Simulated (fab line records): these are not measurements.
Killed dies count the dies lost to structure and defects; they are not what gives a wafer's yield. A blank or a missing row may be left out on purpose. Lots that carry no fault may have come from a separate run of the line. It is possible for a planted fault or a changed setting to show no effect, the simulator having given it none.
Chamber matching    flow gf180mcu    GF_V4_CMP_26 on cmp-01: 4 sister chambers
The step polishes, stops on SiO2, t overpolish 15 s, target thk 0 nm. 8 wafers are shown with their chamber, then 10 later ones without.

== WAFERS WITH THEIR CHAMBER ==
wafer   chamber  motor-current-A (A)  retaining-ring-pressure-frac
L750.1  3        9.2                  1.001
L751.6  2        11.3                 1.005
L753.5  0        12.4                 1.004
L753.6  3        9.9                  1.007
L757.3  0        12.2                 1.001
L757.5  1        9.1                  0.992
L758.1  2        11.0                 0.997
L758.3  1        9.3                  0.998

== WAFERS WITH NO CHAMBER GIVEN ==
wafer   motor-current-A (A)  retaining-ring-pressure-frac
L758.4  12.5                 1.000
L764.2  10.9                 0.991
L764.3  10.2                 0.992
L764.4  11.9                 1.012
L766.2  10.9                 0.991
L766.4  9.5                  1.006
L766.6  9.1                  1.001
L770.1  11.0                 0.995
L770.2  10.2                 1.015
L770.5  9.7                  1.017

== WHICH CHAMBER EACH WENT THROUGH ==
wafer    from the rows above            in truth
L758.4   0                              0
L764.2   2                              2
L764.3   can't be placed: 1 or 3 or 2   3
L764.4   can't be placed: 0 or 2        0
L766.2   2                              2
L766.4   3                              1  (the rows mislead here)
L766.6   can't be placed: 1 or 3        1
L770.1   2                              2
L770.2   can't be placed: 3 or 2        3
L770.5   3                              3
Correct placement for 5 of the 10. Cannot be placed on the basis of these rows: 4; the candidates contain the true chamber in 4. Placed wrongly: 1.
How it was worked out, from the rows above alone: a wafer's distance from a chamber is the root of the sum, over the readings, of the square of ((its reading less the chamber's mean) divided by the reading's scatter). The wafer belongs to the nearest chamber; if the next one is less than 2 further off, it can't be placed. Each chamber's mean is taken over the wafers shown for it. How the scatter is found: for the shown wafers, subtract from each reading the mean of its chamber, square and add these, divide the total by (wafers less chambers), then take the root.
